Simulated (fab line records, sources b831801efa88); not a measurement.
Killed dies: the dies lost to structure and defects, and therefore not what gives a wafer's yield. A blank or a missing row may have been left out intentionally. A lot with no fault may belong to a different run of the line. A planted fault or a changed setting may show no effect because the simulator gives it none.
Chamber matching | flow sfq line | SFQ_TRILAYER_I6_CMP_CMP_166 on cmp-02: 4 sister chambers
The step polishes SiO2. 8 wafers are shown with their chamber, then 9 later ones without.

== WAFERS PAIRED WITH THEIR CHAMBERS ==
wafer  | chamber | motor current A (A) | edge zone pressure frac
L295.5 | 0       | 10.2                | 0.991
L307.1 | 3       | 11.0                | 1.000
L307.5 | 2       | 9.8                 | 1.002
L309.4 | 3       | 10.9                | 1.007
L309.5 | 0       | 10.5                | 0.997
L311.4 | 1       | 9.9                 | 1.006
L311.5 | 2       | 10.0                | 1.004
L311.6 | 1       | 10.5                | 0.997

== WAFERS WITHOUT THEIR CHAMBER ==
wafer  | motor current A (A) | edge zone pressure frac
L313.1 | 10.4                | 1.003
L313.4 | 10.1                | 0.999
L313.6 | 10.6                | 1.000
L314.1 | 10.2                | 0.997
L314.5 | 10.3                | 0.998
L314.6 | 9.3                 | 1.001
L315.2 | 10.0                | 0.996
L315.4 | 9.7                 | 1.000
L315.5 | 9.9                 | 0.997

== WHICH CHAMBER EACH ONE RAN IN ==
wafer  | from the rows above               | in truth
L313.1 | can't be placed: 1 or 0 or 2 or 3 | 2
L313.4 | can't be placed: 1 or 2 or 0      | 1
L313.6 | can't be placed: 3 or 1 or 0 or 2 | 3
L314.1 | can't be placed: 0 or 1 or 2      | 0
L314.5 | can't be placed: 1 or 0 or 2      | 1
L314.6 | can't be placed: 2 or 1           | 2
L315.2 | can't be placed: 1 or 0 or 2      | 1
L315.4 | can't be placed: 2 or 1 or 0      | 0
L315.5 | can't be placed: 2 or 1 or 0      | 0
Placed correctly: 0 of 9. Not placeable from these rows: 9 (in 9, the candidates include the true chamber). Placed wrongly: 0.
How it was worked out, from the rows above alone: a wafer's distance from a chamber is the root of the sum, over the readings, of the square of ((its reading less the chamber's mean) divided by the reading's scatter). The wafer belongs to the nearest chamber; if the next one is less than 2 further off, it can't be placed. For every chamber, the mean is computed from those of its wafers that are shown. How the scatter is found: for the shown wafers, subtract from each reading the mean of its chamber, square and add these, divide the total by (wafers less chambers), then take the root.
